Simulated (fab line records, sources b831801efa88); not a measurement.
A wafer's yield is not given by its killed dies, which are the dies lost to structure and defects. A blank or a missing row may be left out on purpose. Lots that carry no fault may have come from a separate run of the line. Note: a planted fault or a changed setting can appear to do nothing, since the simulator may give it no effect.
fab line records	flow sky130
record lots=6	wafers=18	last_day=50
route steps=708 shown SONOS_TUNNEL@156 SONOS_ONO@168 PAD_OPEN@708
lots untouched by any fault: they come from a run of this same line in which no faults occurred
start_h: hours from the record's opening day to when the first of the lot's shown wafers began	wait_h: time in hours since the lot's previous step	" unchanged from the row above	L1.1+2: a single row standing in for several wafers	- no value, or no start was given	* or withheld: withheld	< > ~ a bound
route shown NAME@n: names a module that has steps shown in the file, with the first one's number in the route	usual: mean/standard deviation of fault-free wafers	same: alike in all rows	chamber/n: place in a boat	sites: readings site by site	_std_site: their standard deviation	_edge_site: the outer-site mean with the inner-site mean subtracted	radius_mm: how far each site lies from the wafer's centre	mask NAME#n: copy n	behind: the tool/chamber that last shaped the wafer	hold: why the lot was held/for how many hours/how that ended	device: transistor that didn't switch, given as n, p or np	end of line: at the end of the route, the tests of the same wafers	step lacking rows: just its recipe	killed: not the wafer's yield, but the dies lost to structure and defects at the first sort	map: a wafer's dies, x killed, . not, _ none there
set.NAME: the setting that was run; set.NAME@STEP: the one run at that earlier step	model.NAME: the simulator's own value behind a step, which no gauge read
a table for each step, a row for each wafer; lots at some steps of the route
services: the hour from which a tool's chamber was out of use, counted from the record's first day as start_h (under 0 if before that day), plus the number of hours and why
## steps
# step SKY_SONOS_TUNNEL_COAT_02
# recipe resist=NOVOLAK	spin_rpm=3000	resist_thk_nm=1140
# step SKY_SONOS_TUNNEL_SOFTBAKE_03
# recipe temp_c=90	time_s=60	resist=NOVOLAK
# step SKY_SONOS_TUNNEL_EXPOSE_04
# recipe mask_id=TUNM	na=0.6	source_shape=conventional	sigma_outer=0.6	polarization=unpolarized	target_cd_nm=410	dose_mj=136
# step SKY_SONOS_TUNNEL_PEB_05
# recipe temp_c=withheld	time_s=*	resist=NOVOLAK
# step SKY_SONOS_TUNNEL_DEVELOP_06
# recipe resist=NOVOLAK	developer=TMAH	develop_time_s=60	dev_temp_c=23
# step SKY_SONOS_TUNNEL_CD_MEAS_07
# recipe target_cd_nm=410
# usual cd_nm=410.0/2
lot.wafer	tool	chamber	start_h	wait_h	cd_nm
L601.1	cd_sem-02	-	318.59	0.1	409.9
L601.3	"	-	"	"	409.0
L601.5	"	-	"	"	409.2
L604.1	cd_sem-02	-	343.95	0.1	409.9
L604.2	"	-	"	"	409.2
L604.3	"	-	"	"	409.0
L610.1	cd_sem-02	-	394.39	0.1	410.5
L610.3	"	-	"	"	408.5
L610.6	"	-	"	"	411.0
L611.1	cd_sem-01	-	404.35	0.1	408.1
L611.4	"	-	"	"	407.9
L611.6	"	-	"	"	408.8
L614.2	cd_sem-02	-	427.85	0.1	408.6
L614.4	"	-	"	"	410.3
L614.5	"	-	"	"	411.3
L617.1	cd_sem-02	-	449.73	0.1	406.7
L617.2	"	-	"	"	407.1
L617.6	"	-	"	"	405.4
# step SKY_SONOS_TUNNEL_OVL_MEAS_08
# usual SONOS_TUNNEL_OVL=0.1/1.3
lot.wafer	tool	chamber	start_h	wait_h	SONOS_TUNNEL_OVL[nm]
L601.1	overlay-01	-	318.71	0.1	2.8
L601.3	"	-	"	"	1.7
L601.5	"	-	"	"	1.7
L604.1	overlay-01	-	344.07	0.1	0.2
L604.2	"	-	"	"	-0.4
L604.3	"	-	"	"	-0.3
L610.1	overlay-01	-	394.51	0.1	-0.4
L610.3	"	-	"	"	-0.1
L610.6	"	-	"	"	0.1
L611.1	overlay-02	-	404.47	0.1	1.1
L611.4	"	-	"	"	2.7
L611.6	"	-	"	"	0.4
L614.2	overlay-01	-	427.96	0.1	0.6
L614.4	"	-	"	"	-0.2
L614.5	"	-	"	"	-0.9
L617.1	overlay-02	-	449.85	0.1	0.1
L617.2	"	-	"	"	-0.6
L617.6	"	-	"	"	0.6
# step SKY_SONOS_TUNNEL_IMPLANT_09
# recipe species=B	energy_kev=20	dose_cm2=1e+12	tilt_deg=withheld
# step SKY_SONOS_TUNNEL_WET_ETCH_10
# recipe chemistry=dHF	target_depth_nm=14	target=SiO2	dilution=100:1	temp_c=25	time_s=280
# step SKY_SONOS_TUNNEL_STRIP_11
# recipe chemistry=SPM	time_s=600	temp_c=130
# step SKY_SONOS_TUNNEL_TW_MEAS_12
# usual SONOS_TUNNEL_TW=194.9/2.2
lot.wafer	tool	chamber	start_h	wait_h	SONOS_TUNNEL_TW
L601.1	film_metro-02	-	319.20	0.0	193.5
L601.3	"	-	"	"	193.6
L601.5	"	-	"	"	194.9
L604.1	film_metro-03	-	344.52	0.0	193.4
L604.2	"	-	"	"	193.5
L604.3	"	-	"	"	195.1
L610.1	film_metro-03	-	394.97	0.0	192.4
L610.3	"	-	"	"	193.0
L610.6	"	-	"	"	192.4
L611.1	film_metro-04	-	404.99	0.0	198.2
L611.4	"	-	"	"	197.8
L611.6	"	-	"	"	198.3
L614.2	film_metro-03	-	428.41	0.0	193.7
L614.4	"	-	"	"	193.8
L614.5	"	-	"	"	193.9
L617.1	film_metro-03	-	450.48	0.0	192.4
L617.2	"	-	"	"	193.3
L617.6	"	-	"	"	193.1
# step SKY_SONOS_TUNNEL_CLEAN_13
# recipe chemistry=dHF	time_s=20	dilution=100:1	dry=ipa_marangoni
# step SKY_SONOS_ONO_OXIDATION_00
# recipe temp_c=800	ambient=O2	idle_temp_c=700	ramp_up_c_per_min=10	ramp_down_c_per_min=3	stabilise_s=600	purge_s=300	target_thk_a=26	ox_time_s=1249
# usual spike_tc_bottom_C=822.6/1.7	spike_tc_centre_C=801.3/1.1	spike_tc_lower_C=800.3/1.2	spike_tc_top_C=812/3.4	spike_tc_upper_C=799.9/1.5	tube_center_temp_C=800/0.074
# same ox_time_s=1249	purge_s=300	stabilise_s=600
lot.wafer	tool	chamber	start_h	wait_h	spike_tc_bottom_C	spike_tc_centre_C	spike_tc_lower_C	spike_tc_top_C	spike_tc_upper_C	tube_center_temp_C	model.SiO2_of_SONOS_ONO_OXIDATION_00.thk_nm
L601.1	furnace-01	0	319.48	0.2	833.3	808.8	809.1	824	807.1	800.04	2.874
L601.3	"	0	"	"	829.5	808.9	806.2	823	808.9	800	2.889
L601.5	"	0	"	"	831.9	808.0	807.7	821	808.0	800.03	2.876
L604.1	furnace-01	0	344.84	0.2	830.7	808.8	807.8	824	806.4	800.09	2.984
L604.2	"	0	"	"	831.8	809.3	807.1	821	808.9	799.88	2.964
L604.3	"	0	"	"	829.7	809.2	807.8	822	808.7	800.08	2.957
L610.1	furnace-01	0	396.02	1.0	823.8	803.9	798.3	815	801.6	799.99	2.546
L610.3	"	0	"	"	824.3	803.4	799.4	814	801.5	800	2.616
L610.6	"	0	"	"	823.7	800.4	799.4	815	802.7	800.12	2.586
L611.1	furnace-01	0	406.93	1.9	824.0	801.3	799.9	814	801.5	800.01	2.617
L611.4	"	0	"	"	824.5	800.8	796.7	815	802.0	800	2.616
L611.6	"	0	"	"	824.3	802.1	799.2	815	801.7	799.99	2.628
L614.2	furnace-02	0	429.49	1.0	818.9	801.8	800.2	809	800.7	800.08	2.589
L614.4	"	0	"	"	823.2	799.9	802.0	808	799.3	799.92	2.554
L614.5	"	0	"	"	822.0	801.1	799.7	807	800.2	800.1	2.561
L617.1	furnace-01	0	451.13	0.6	822.9	802.5	800.0	816	800.4	799.95	2.683
L617.2	"	0	"	"	825.0	801.7	799.1	816	799.6	799.88	2.668
L617.6	"	0	"	"	824.4	801.1	800.2	816	801.4	800.11	2.664
# step SKY_SONOS_ONO_THK_MEAS_01
# recipe reads=SiO2_of_SONOS_ONO_OXIDATION_00
# usual SONOS_ONO_OXIDATION_THK=2.60/0.063
lot.wafer	tool	chamber	start_h	wait_h	hold	SONOS_ONO_OXIDATION_THK[nm]
L601.1	film_metro-01	-	320.83	0.0	await_dispo/0.2h/release	2.93
L601.3	"	-	"	"	await_dispo/0.2h/release	2.90
L601.5	"	-	"	"	await_dispo/0.2h/release	2.87
L601.1	film_metro-01	-	321.05	0.2	-	2.88
L601.3	"	-	"	"	-	2.92
L601.5	"	-	"	"	-	2.80
L604.1	film_metro-02	-	346.19	0.0	await_dispo/0.2h/release	2.94
L604.2	"	-	"	"	await_dispo/0.2h/release	2.97
L604.3	"	-	"	"	await_dispo/0.2h/release	2.95
L604.1	film_metro-02	-	346.41	0.2	-	3.01
L604.2	"	-	"	"	-	2.96
L604.3	"	-	"	"	-	2.95
L610.1	film_metro-03	-	397.37	0.0	-	2.53
L610.3	"	-	"	"	-	2.61
L610.6	"	-	"	"	-	2.52
L611.1	film_metro-03	-	408.28	0.0	-	2.56
L611.4	"	-	"	"	-	2.68
L611.6	"	-	"	"	-	2.58
L614.2	film_metro-01	-	430.85	0.0	-	2.56
L614.4	"	-	"	"	-	2.50
L614.5	"	-	"	"	-	2.57
L617.1	film_metro-01	-	452.48	0.0	-	2.69
L617.2	"	-	"	"	-	2.66
L617.6	"	-	"	"	-	2.68
# step SKY_PAD_OPEN_PROBE_99
# usual killed_at_M0_to_M3=43/7.8	killed_at_M4_up=3.2/1.9	killed_at_contacts=24/5	killed_at_front_end=14/4.5	killed_at_other=0.2/0.41	killed_dies=84/9.6	killed_on_rim=17/3.8	killed_open=47/6.9	killed_short=38/6
# same gross_dies=492	killed_at_back_side=0
lot.wafer	tool	chamber	start_h	wait_h	killed_at_M0_to_M3	killed_at_M4_up	killed_at_contacts	killed_at_front_end	killed_at_other	killed_dies	killed_on_rim	killed_open	killed_short	model.etest.sonos_erased.drive_ua_um	model.etest.cap_ono.gate_log10_a_cm2	model.etest.cap_ono.tox_acc_nm	model.etest.sonos_erased.vt_v	model.etest.sonos_baked.vt_less_v
L601.1	prober-01	-	1124.15	0.1	50	3	24	14	1	92	18	57	35	166	-7.767	12.76	-2.177	-0.4591
L601.3	prober-01	-	1124.25	0.2	57	1	16	10	0	84	8	50	34	196.7	-7.808	12.81	-2.193	-0.4095
L601.5	prober-01	-	1124.35	0.2	49	3	22	11	0	85	13	51	34	191.9	-7.848	12.8	-2.197	-0.5033
L604.1	prober-02	-	1146.70	0.1	39	3	23	17	1	83	19	50	33	189	-8.087	12.95	-2.068	-0.4094
L604.2	prober-02	-	1146.75	0.1	45	6	21	14	0	86	19	52	34	183.6	-8.211	13.07	-2.056	-0.4776
L604.3	prober-02	-	1146.80	0.2	40	3	26	9	0	78	12	41	37	175.9	-8.098	12.98	-2.075	-0.4387
L610.1	prober-02	-	1177.94	0.1	59	3	26	15	0	103	26	59	44	226.3	-7.703	12.73	-2.407	-0.5587
L610.3	prober-02	-	1178.04	0.2	39	3	22	12	0	76	20	46	30	186.1	-7.886	12.84	-2.312	-0.5204
L610.6	prober-02	-	1178.19	0.2	51	6	22	10	0	89	14	52	37	186.4	-7.842	12.79	-2.317	-0.5018
L611.1	prober-01	-	1180.10	0.1	43	3	21	12	0	79	14	43	36	198.3	-7.754	12.77	-2.322	-0.5039
L611.4	prober-01	-	1180.25	0.2	35	1	23	23	0	82	16	44	38	189	-7.828	12.79	-2.293	-0.4545
L611.6	prober-01	-	1180.35	0.2	48	2	19	17	0	86	15	46	40	176.9	-7.798	12.78	-2.306	-0.4748
L614.2	prober-02	-	1190.29	0.1	49	1	17	15	2	84	19	44	40	204.2	-7.922	12.96	-2.303	-0.4795
L614.4	prober-02	-	1190.39	0.2	46	2	34	13	0	95	18	51	44	182.4	-7.895	12.79	-2.328	-0.5684
L614.5	prober-02	-	1190.44	0.2	52	1	15	15	0	83	18	46	37	161.4	-7.956	12.81	-2.28	-0.5166
L617.1	prober-01	-	1207.56	0.1	48	4	20	11	0	83	14	52	31	171.9	-8.076	12.99	-2.183	-0.5019
L617.2	prober-01	-	1207.61	0.1	41	1	26	24	0	92	23	57	35	168.8	-7.932	12.89	-2.215	-0.4847
L617.6	prober-01	-	1207.81	0.2	52	6	24	12	0	94	18	53	41	168.6	-8.005	12.98	-2.202	-0.4913
# killed by level:class
L601.1 VIA1:geometric_particle:open=11 CONTACT:geometric_particle:open=11 VIA3:geometric_particle:open=9 VIA2:geometric_particle:open=8 LI_CONTACT:geometric_particle:open=6 CONTACT:geometric_particle:short=6 POLY_GATE:geometric_particle:short=4 VIA2:geometric_particle:short=4
L601.3 VIA3:geometric_particle:open=12 VIA1:geometric_particle:open=12 VIA1:geometric_particle:short=7 VIA2:geometric_particle:open=6 METAL1:geometric_particle:short=5 LI_CONTACT:geometric_particle:open=5 FIELD_ISO:geometric_particle:open=3 POLY_GATE:geometric_particle:open=3
L601.5 VIA1:geometric_particle:open=14 VIA1:geometric_particle:short=11 CONTACT:geometric_particle:open=9 VIA2:geometric_particle:open=7 VIA3:geometric_particle:open=7 LI_CONTACT:geometric_particle:open=5 LOCAL_INTERCONNECT:geometric_particle:short=4 POLY_GATE:geometric_particle:short=4
L604.1 VIA1:geometric_particle:open=16 CONTACT:geometric_particle:open=10 FIELD_ISO:geometric_particle:short=5 SPACER:geometric_particle:short=4 VIA3:geometric_particle:open=4 LI_CONTACT:geometric_particle:open=4 LOCAL_INTERCONNECT:geometric_particle:short=4 VIA2:geometric_particle:short=4
L604.2 VIA1:geometric_particle:open=13 CONTACT:geometric_particle:open=8 VIA3:geometric_particle:open=7 LI_CONTACT:geometric_particle:open=6 METAL1:geometric_particle:short=6 FIELD_ISO:geometric_particle:open=5 VIA2:geometric_particle:open=5 METAL3:geometric_particle:short=4
L604.3 LI_CONTACT:geometric_particle:open=8 VIA3:geometric_particle:open=8 LI_CONTACT:geometric_particle:short=7 CONTACT:geometric_particle:open=7 VIA1:geometric_particle:open=6 METAL1:geometric_particle:short=5 METAL3:geometric_particle:short=5 VIA3:geometric_particle:short=5
L610.1 VIA1:geometric_particle:open=15 METAL2:geometric_particle:short=10 LI_CONTACT:geometric_particle:open=10 CONTACT:geometric_particle:open=9 VIA2:geometric_particle:open=7 METAL1:geometric_particle:short=7 VIA3:geometric_particle:open=5 POLY_GATE:geometric_particle:open=4
L610.3 VIA1:geometric_particle:open=14 CONTACT:geometric_particle:open=10 LOCAL_INTERCONNECT:geometric_particle:short=6 VIA2:geometric_particle:open=6 FIELD_ISO:geometric_particle:short=4 POLY_GATE:geometric_particle:open=4 METAL3:geometric_particle:short=4 LI_CONTACT:geometric_particle:open=3
L610.6 VIA1:geometric_particle:open=14 VIA2:geometric_particle:open=13 LI_CONTACT:geometric_particle:open=7 VIA1:geometric_particle:short=7 METAL2:geometric_particle:short=5 CONTACT:geometric_particle:open=5 FIELD_ISO:geometric_particle:open=4 LI_CONTACT:geometric_particle:short=4
L611.1 CONTACT:geometric_particle:open=14 VIA1:geometric_particle:open=11 METAL2:geometric_particle:short=9 METAL1:geometric_particle:short=5 VIA2:geometric_particle:open=5 POLY_GATE:geometric_particle:short=4 VIA2:geometric_particle:short=3 LI_CONTACT:geometric_particle:open=3
L611.4 LI_CONTACT:geometric_particle:open=10 VIA1:geometric_particle:open=7 VIA3:geometric_particle:open=7 FIELD_ISO:geometric_particle:short=6 POLY_GATE:geometric_particle:open=6 METAL1:geometric_particle:short=5 CONTACT:geometric_particle:open=4 METAL2:geometric_particle:short=4
L611.6 METAL1:geometric_particle:short=8 FIELD_ISO:geometric_particle:short=7 CONTACT:geometric_particle:open=7 VIA3:geometric_particle:open=7 VIA1:geometric_particle:open=6 METAL2:geometric_particle:short=6 VIA2:geometric_particle:open=6 FIELD_ISO:geometric_particle:open=5
L614.2 VIA1:geometric_particle:open=10 VIA2:geometric_particle:open=9 METAL2:geometric_particle:short=7 CONTACT:geometric_particle:open=6 VIA2:geometric_particle:short=6 VIA3:geometric_particle:open=6 FIELD_ISO:geometric_particle:open=4 POLY_GATE:geometric_particle:short=4
L614.4 CONTACT:geometric_particle:open=15 VIA1:geometric_particle:open=14 CONTACT:geometric_particle:short=9 METAL2:geometric_particle:short=7 LI_CONTACT:geometric_particle:open=6 VIA2:geometric_particle:open=5 METAL1:geometric_particle:short=4 VIA1:geometric_particle:short=4
L614.5 VIA1:geometric_particle:open=10 VIA2:geometric_particle:open=9 METAL2:geometric_particle:short=7 VIA3:geometric_particle:open=6 POLY_GATE:geometric_particle:open=5 LI_CONTACT:geometric_particle:open=5 METAL1:geometric_particle:short=5 POLY_GATE:geometric_particle:short=4
L617.1 VIA1:geometric_particle:open=14 VIA3:geometric_particle:open=10 VIA1:geometric_particle:short=8 LI_CONTACT:geometric_particle:open=6 VIA2:geometric_particle:open=6 CONTACT:geometric_particle:open=5 LOCAL_INTERCONNECT:geometric_particle:short=4 CONTACT:geometric_particle:short=4
L617.2 POLY_GATE:geometric_particle:open=9 VIA1:geometric_particle:open=9 VIA2:geometric_particle:open=9 LI_CONTACT:geometric_particle:open=8 CONTACT:geometric_particle:open=7 FIELD_ISO:geometric_particle:open=6 LOCAL_INTERCONNECT:geometric_particle:short=5 CONTACT:geometric_particle:short=5
L617.6 VIA1:geometric_particle:open=11 METAL2:geometric_particle:short=11 LI_CONTACT:geometric_particle:open=10 CONTACT:geometric_particle:open=9 VIA2:geometric_particle:open=6 VIA3:geometric_particle:open=6 FIELD_ISO:geometric_particle:short=4 CONTACT:geometric_particle:short=4
## services
tool	chamber	start_h	hours	kind
furnace-02	-	322.14	3.1	pm
furnace-02	-	355.53	3.6	pm
furnace-01	-	403.39	3.5	pm
## key
first_sign step=SKY_SONOS_ONO_OXIDATION_00	reading=spike_tc_centre_C	direction=up	sigmas=6.6	usual=801.3	struck=808.8
effect step=SKY_SONOS_ONO_OXIDATION_00	reading=spike_tc_lower_C	direction=up	sigmas=6.1	usual=800.3	struck=807.6
effect step=SKY_SONOS_ONO_THK_MEAS_01	reading=visit	direction=added
effect step=SKY_SONOS_ONO_THK_MEAS_01	reading=SONOS_ONO_OXIDATION_THK	direction=up	sigmas=5.2	usual=2.60	struck=2.93
model_effect step=SKY_SONOS_ONO_OXIDATION_00	value=SiO2_of_SONOS_ONO_OXIDATION_00.thk_nm	without=2.639	struck=2.924
model_effect step=SKY_PAD_OPEN_PROBE_99	value=etest.sonos_erased.drive_ua_um	without=213.2	struck=183.9
met_at SKY_SONOS_ONO_OXIDATION_00
struck_wafers L601.1,L601.3,L601.5,L604.1,L604.2,L604.3
tester_left_out L601,L604
fault kind=process_parameter_drift	tool=furnace-01	chamber=-	onset_h=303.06	steps=SKY_SONOS_ONO_OXIDATION_00	channel=temp_c	offset=*	shape=step	end_h=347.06	acts_in=*	stated=*
# tester_left_out: of these lots the tester's yield and bins aren't shown, on N5 and GAA mostly nor the transistor test; their killed dies are dies lost to structure and defects alone, not to doping, threshold or leakage, so they don't give the yield
